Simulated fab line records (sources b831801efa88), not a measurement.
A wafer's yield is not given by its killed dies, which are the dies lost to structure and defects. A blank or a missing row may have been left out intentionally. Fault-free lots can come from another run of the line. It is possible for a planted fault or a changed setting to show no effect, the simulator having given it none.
A single fault, viewed from 2 desks	flow sky130	each desk holds nothing but its own numbers, with what lay behind them at the end

## METROLOGY DESK
What the gauges read for every lot (on any tool): the sampled wafers with a number, averaged. A lot is out of limits, marked OUT, if its mean lies more than 4 standard deviations from the usual mean; the brackets give that distance.
Columns: A = SONOS_TUNNEL_TW at SKY_SONOS_TUNNEL_TW_MEAS_12, usual 197.7; B = LDD_HVN_TW at SKY_LDD_HVN_TW_MEAS_10, usual 1435; C = cdNm at SKY_POLY_CUT_CD_MEAS_08, usual 270.4 nm; D = cdNm at SKY_SD_N_CD_MEAS_07, usual 379.9 nm
lot	first seen here	A	B	C	D
L182	day 12 00:55	198.5	1423	270.4	373.3
L184	day 12 09:25	197.3	1456	272.7	384.3
L187	day 13 10:40	195.5	30 (-99 or more) OUT	-	-
L193	day 15 09:08	197.5	1429	269.6	380.9
L194	day 15 12:44	197.3	1457	270.8	379.4
L195	day 15 23:24	197.6	1422	268.6	378.8
L196	day 16 13:44	198.0	1425	271.7	378.4
L197	day 16 15:31	199.6	1433	271.0	381.0
L198	day 16 19:55	198.4	1432	267.9	377.0
L200	day 17 18:43	194.5	1430	269.6	382.1
L203	day 18 15:40	198.8	1445	269.7	380.5
This desk's result: L187 out of limits, first on L187 (LDD_HVN_TW at SKY_LDD_HVN_TW_MEAS_10), day 22 16:35. Within limits: L182, L184, L193, L194, L195, L196, L197, L198, L200, L203.

## TOOL OWNER'S DESK, plasmaAsher-03
The tool's own readings at SKY_LDD_P_STRIP_10 (strips in O2/N2): means of the sampled wafers that have a number, for each lot that ran on this tool. A lot is out of limits, marked OUT, if its mean lies more than 4 standard deviations from the usual mean; the brackets give that distance.
Columns: A = drypumpMotorCurrentA at SKY_LDD_P_STRIP_10, usual 5.91 A; B = oesProductAu at SKY_LDD_P_STRIP_10, usual 0.716 a.u.; C = stripTimeToEndpointS at SKY_LDD_P_STRIP_10, usual 14.18 s
lot	first seen here	A	B	C
L182	day 19 17:56	6.05	0.721	14.23
L187	day 21 08:56	6.14	0.947 (+54) OUT	-
L195	day 24 05:05	6.12	0.717	14.16
L196	day 24 21:59	6.03	0.717	14.18
L197	day 25 01:26	6.14	0.719	14.16
L200	day 26 04:47	6.13	0.718	14.13
L203	day 26 22:04	6.13	0.718	14.20
Finding of this desk: L187 out of limits; the first was L187 at day 21 08:56, on oesProductAu at SKY_LDD_P_STRIP_10. Within limits: L182, L195, L196, L197, L200, L203.

## BROUGHT TOGETHER
On L187, at day 21 08:56, an alarm was possible from the tool owner's desk.
The metrology desk could have raised an alarm at day 22 16:35, on L187.
On plasmaAsher-03, each named lot ran SKY_LDD_P_STRIP_10.

## WHAT THE SIMULATOR HAD INSERTED
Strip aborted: plasmaAsher-03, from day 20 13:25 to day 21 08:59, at SKY_LDD_P_STRIP_10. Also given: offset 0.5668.
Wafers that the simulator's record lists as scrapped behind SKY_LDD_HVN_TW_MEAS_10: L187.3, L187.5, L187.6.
Struck lots among those shown: L187.
Counting hours from when the fault started, the first reading out of limits came at 20 for the tool owner's desk and at 51 for the metrology desk.
